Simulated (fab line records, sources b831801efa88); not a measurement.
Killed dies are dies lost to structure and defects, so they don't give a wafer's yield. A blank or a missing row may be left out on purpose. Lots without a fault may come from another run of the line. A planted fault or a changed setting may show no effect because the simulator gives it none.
fab line records | flow sky130
record lots=7 wafers=21 last_day=48
route steps=708 shown FIELD_ISO@30 NWELL@32 DNWELL@35 PWDE@45
lots that met no fault: from a run of the same line without faults
start_h: hours from the record's first day to the start of the lot's first wafer shown | wait_h: hours since the lot's step before | " the same as in the row above | L1.1+2: a row that stands for several wafers | - no value, or no start given | * or withheld: withheld | < > ~ a bound
route shown NAME@n: a module of which the file shows steps, and the number in the route of the first | usual: mean/standard deviation of fault-free wafers | same: alike in all rows | chamber/n: place in a boat | sites: the reading at each site | _std_site: their standard deviation | _edge_site: outer sites' mean less inner sites' | radius_mm: how far each site lies from the wafer's centre | mask NAME#n: copy n | behind: the tool/chamber that last shaped the wafer | hold: why the lot was held/for how many hours/how that ended | device: the transistor (n, p or np) that didn't switch | end of line: the same wafers' tests at the end of the route | a step without rows: its recipe alone | killed: dies lost to structure and defects at the first sort, not the wafer's yield | map: a wafer's dies, x killed, . not, _ none there
set.NAME: the setting as run; set.NAME@STEP: as run at that earlier step | model.NAME: the simulator's own value behind a step, which no gauge read
lots at some steps of the route; a table a step, a row a wafer
services: from which hour (start_h, from the record's first day; less than 0 if before it) a tool's chamber was out of use, for how many hours, and why
## steps
# step SKY_FIELD_ISO_WET_ETCH_29
# recipe chemistry=H3PO4 target_depth_nm=160 target=Si3N4 temp_c=160 time_s=1825
# step SKY_FIELD_ISO_WET_ETCH_30
# recipe chemistry=dHF target_depth_nm=25 target=SiO2 dilution=10:1 temp_c=25 time_s=50
# step SKY_NWELL_CLEAN_00
# recipe chemistry=SC1/SC2 mix=1:4:20 temp_c=70 time_s=150 dry=n2_spin
# step SKY_NWELL_OXIDATION_01
# recipe temp_c=900 ambient=O2 stabilise_s=600 purge_s=300 target_thk_a=100 ox_time_s=1418
# step SKY_NWELL_THK_MEAS_02
# recipe reads=SiO2_of_NWELL_OXIDATION_01
# usual NWELL_OXIDATION_THK=10.10/0.21
# columns lot.wafer tool chamber start_h wait_h NWELL_OXIDATION_THK[nm]
L565.1 film_metro-04 - 44.94 0.0 10.06
L565.3 " - " " 9.98
L565.6 " - " " 9.99
L566.2 film_metro-04 - 58.62 0.0 9.89
L566.3 " - " " 9.97
L566.4 " - " " 10.00
L569.2 film_metro-04 - 82.62 0.0 10.13
L569.4 " - " " 10.20
L569.5 " - " " 10.20
L571.1 film_metro-03 - 89.90 0.1 10.46
L571.4 " - " " 10.41
L571.6 " - " " 10.41
L575.1 film_metro-03 - 97.90 0.0 9.81
L575.2 " - " " 9.74
L575.3 " - " " 9.82
L577.1 film_metro-04 - 110.25 0.0 10.14
L577.4 " - " " 10.43
L577.6 " - " " 10.19
L576.4 film_metro-01 - 110.28 0.0 10.05
L576.5 " - " " 10.20
L576.6 " - " " 10.17
# step SKY_DNWELL_DEHYDRATE_00
# recipe temp_c=200 time_s=60
# step SKY_DNWELL_HMDS_01
# recipe prime_time_s=60 prime_temp_c=120
# step SKY_DNWELL_COAT_02
# recipe spin_rpm=2000 resist_thk_nm=3036
# step SKY_DNWELL_SOFTBAKE_03
# recipe temp_c=110 time_s=withheld
# step SKY_DNWELL_EXPOSE_04
# recipe mask_id=DNM na=0.57 target_cd_nm=3000 dose_mj=222
# step SKY_DNWELL_PEB_05
# recipe temp_c=115 time_s=withheld
# step SKY_DNWELL_DEVELOP_06
# recipe wall_angle_deg=90 developer=TMAH develop_time_s=60 dev_temp_c=23
# step SKY_DNWELL_IMPLANT_07
# recipe species=P energy_kev=withheld dose_cm2=withheld tilt_deg=withheld
# usual implant_ion_amu=*
# columns lot.wafer tool chamber start_h wait_h implant_ion_amu
L565.1 implanter-03 0 59.01 - *
L565.3 " 0 " " *
L565.6 " 0 " " *
L566.2 implanter-03 0 73.66 - *
L566.3 " 0 " " *
L566.4 " 0 " " *
L569.2 implanter-02 0 98.81 - *
L569.4 " 0 " " *
L569.5 " 0 " " *
L571.1 implanter-03 0 107.34 - *
L571.4 " 0 " " *
L571.6 " 0 " " *
L575.1 implanter-02 0 115.91 - *
L575.2 " 0 " " *
L575.3 " 0 " " *
L577.1 implanter-04 0 127.39 - *
L577.4 " 0 " " *
L577.6 " 0 " " *
L576.4 implanter-02 0 127.43 - *
L576.5 " 0 " " *
L576.6 " 0 " " *
# step SKY_DNWELL_STRIP_08
# recipe chemistry=O2/N2 power_w=1400 pressure_mtorr=1500 platen_temp_c=withheld o2_flow_sccm=3000 n2_flow_sccm=300 overash_fraction=0.5
# usual drypump_motor_current_A=5.6/0.46 oes_product_au=0.723/0.0044 strip_time_to_endpoint_s=37.37/0.11
# columns lot.wafer tool chamber start_h wait_h drypump_motor_current_A oes_product_au rf_hours_counter_h strip_time_to_endpoint_s
L565.1 plasma_asher-03 1 59.16 0.1 6.2 0.729 39 37.34
L565.3 " 0 " " 5.8 0.721 - 37.48
L565.6 " 1 " " 6.2 0.718 - 37.44
L566.2 plasma_asher-01 0 73.79 0.1 5.3 0.728 37 37.50
L566.3 " 0 " " 5.2 0.727 - 37.34
L566.4 " 1 " " 5.5 0.711 - 37.51
L569.2 plasma_asher-01 0 98.94 0.1 5.3 0.721 40 37.35
L569.4 " 1 " " 5.5 0.718 - 37.27
L569.5 " 0 " " 5.3 0.731 - 37.33
L571.1 plasma_asher-02 1 107.49 0.1 4.8 0.723 30 37.29
L571.4 " 0 " " 6.1 0.727 - 37.33
L571.6 " 1 " " 4.8 0.725 - 37.35
L575.1 plasma_asher-02 1 116.06 0.1 4.8 0.716 31 37.44
L575.2 " 0 " " 6.1 0.720 31 37.44
L575.3 " 0 " " 6.1 0.716 - 37.41
L577.1 plasma_asher-02 1 127.54 0.1 4.8 0.728 32 37.46
L577.4 " 1 " " 4.8 0.722 - 37.48
L577.6 " 0 " " 6.1 0.730 - 37.42
L576.4 plasma_asher-03 1 127.54 0.1 6.2 0.726 - 37.22
L576.5 " 0 " " 5.8 0.725 - 37.12
L576.6 " 1 " " 6.1 0.729 - 37.18
# step SKY_DNWELL_TW_MEAS_09
# usual DNWELL_TW=1117/5.3
# columns lot.wafer tool chamber start_h wait_h DNWELL_TW
L565.1 film_metro-03 - 59.26 0.1 1122
L565.3 " - " " 1117
L565.6 " - " " 1119
L566.2 film_metro-03 - 73.90 0.1 1106
L566.3 " - " " 1120
L566.4 " - " " 1111
L569.2 film_metro-01 - 99.05 0.1 1112
L569.4 " - " " 1124
L569.5 " - " " 1117
L571.1 film_metro-03 - 107.59 0.1 1118
L571.4 " - " " 1120
L571.6 " - " " 1113
L575.1 film_metro-03 - 116.16 0.1 362
L575.2 " - " " 363
L575.3 " - " " 362
L577.1 film_metro-04 - 127.64 0.1 362
L577.4 " - " " 364
L577.6 " - " " 361
L576.4 film_metro-03 - 127.64 0.1 364
L576.5 " - " " 365
L576.6 " - " " 364
# step SKY_PWDE_DEHYDRATE_00
# recipe temp_c=200 time_s=60
## services
# columns tool chamber start_h hours kind
plasma_asher-02 - 35.30 1.7 repair
implanter-03 - 44.24 3.6 repair
implanter-04 - 60.35 11.0 pm
implanter-04 - 112.16 2.6 repair
## key
first_sign step=SKY_DNWELL_IMPLANT_07 reading=implant_ion_amu direction=down sigmas=99+ usual=* struck=*
effect step=SKY_DNWELL_TW_MEAS_09 reading=DNWELL_TW direction=down sigmas=99+ usual=1117 struck=363
met_at SKY_DNWELL_IMPLANT_07
struck_wafers L575.1,L575.2,L575.3,L576.4,L576.5,L576.6,L577.1,L577.4,L577.6
sort_left_out L575.1,L575.2,L575.3,L576.4,L576.5,L576.6,L577.1,L577.4,L577.6
tester_left_out L575,L576,L577
onset_between 107.34 115.91
fault kind=wrong_recipe_download tool=implanter-02,implanter-03,implanter-04 chamber=- onset_h=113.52 steps=SKY_DNWELL_IMPLANT_07 wrong_recipe.not_listed=1
# tester_left_out: of these lots the tester's yield and bins aren't shown, on N5 and GAA mostly nor the transistor test; their killed dies are dies lost to structure and defects alone, not to doping, threshold or leakage, so they don't give the yield
# sort_left_out: the simulated sort isn't trusted on such a fault, so these wafers' sort isn't shown, and their yield isn't known
